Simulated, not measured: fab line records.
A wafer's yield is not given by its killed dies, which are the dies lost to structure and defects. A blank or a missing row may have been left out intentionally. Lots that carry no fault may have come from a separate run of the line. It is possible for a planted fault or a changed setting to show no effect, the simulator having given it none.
The same fault as seen by 2 desks || flow gf180mcu || what lay behind the numbers comes last; until then each desk has only its own

## TOOL OWNER'S DESK, pecvd-04
The tool's own readings at GF_V4_CVD_02 (deposits SiO2 from TEOS, target thk 850 nm, time 94.851 s): means of the sampled wafers that have a number, for each lot that ran on this tool. Marked OUT: a lot whose mean sits more than 4 standard deviations from the usual mean, which makes it out of limits; the brackets give that distance.
Columns: A = heater_power_w at GF_V4_CVD_02, usual 662 W
{"lot": "L686", "first seen here": "day 26 08:43", "A": 681}
{"lot": "L687", "first seen here": "day 26 13:56", "A": 662}
{"lot": "L690", "first seen here": "day 27 07:18", "A": 585}
{"lot": "L692", "first seen here": "day 28 02:35", "A": 680}
{"lot": "L696", "first seen here": "day 29 19:59", "A": 662}
Finding of this desk: none of the 5 lots has anything out of limits.

## AT THE METROLOGY DESK
What the gauges read for every lot (on any tool): the sampled wafers with a number, averaged. Marked OUT: a lot whose mean sits more than 4 standard deviations from the usual mean, which makes it out of limits; the brackets give that distance.
Columns: A = V3_CVD_00_THK at GF_V3_THK_MEAS_01, usual 601 nm; B = V4_CVD_02_THK at GF_V4_THK_MEAS_03, usual 846 nm
{"lot": "L679", "first seen here": "day 21 06:13", "A": 594, "B": 855}
{"lot": "L681", "first seen here": "day 22 18:55", "A": 609, "B": 840}
{"lot": "L686", "first seen here": "day 24 10:37", "A": 598, "B": 844}
{"lot": "L687", "first seen here": "day 24 15:50", "A": 603, "B": 851}
{"lot": "L688", "first seen here": "day 25 07:42", "A": 600, "B": 841}
{"lot": "L689", "first seen here": "day 25 10:26", "A": 602, "B": 854}
{"lot": "L690", "first seen here": "day 25 10:50", "A": 598, "B": 830}
{"lot": "L691", "first seen here": "day 25 13:34", "A": 608, "B": 842}
{"lot": "L692", "first seen here": "day 26 07:37", "A": 598, "B": 845}
{"lot": "L696", "first seen here": "day 28 02:06", "A": 599, "B": "798 (-4.4) OUT"}
{"lot": "L701", "first seen here": "day 28 10:11", "A": 597, "B": 856}
This desk finds L696 out of limits, with the earliest case on L696 at day 29 20:04 (V4_CVD_02_THK at GF_V4_THK_MEAS_03). L679, L681, L686, L687, L688, L689, L690, L691, L692, L701 stayed within limits.

## BROUGHT TOGETHER
On L696, the metrology desk was in a position to raise an alarm at day 29 20:04.
The tool owner's desk saw nothing out of limits.
On record at the tool owner's desk: L696, within its limits.
Of the lots named, all ran GF_V4_CVD_02 on pecvd-04.

## WHAT THE SIMULATOR HAD PUT IN
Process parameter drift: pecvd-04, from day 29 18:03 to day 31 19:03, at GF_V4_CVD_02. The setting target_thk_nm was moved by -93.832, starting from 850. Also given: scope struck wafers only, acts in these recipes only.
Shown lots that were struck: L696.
Time in hours between the start of the fault and the first out-of-limits reading at each desk: metrology desk, 2.
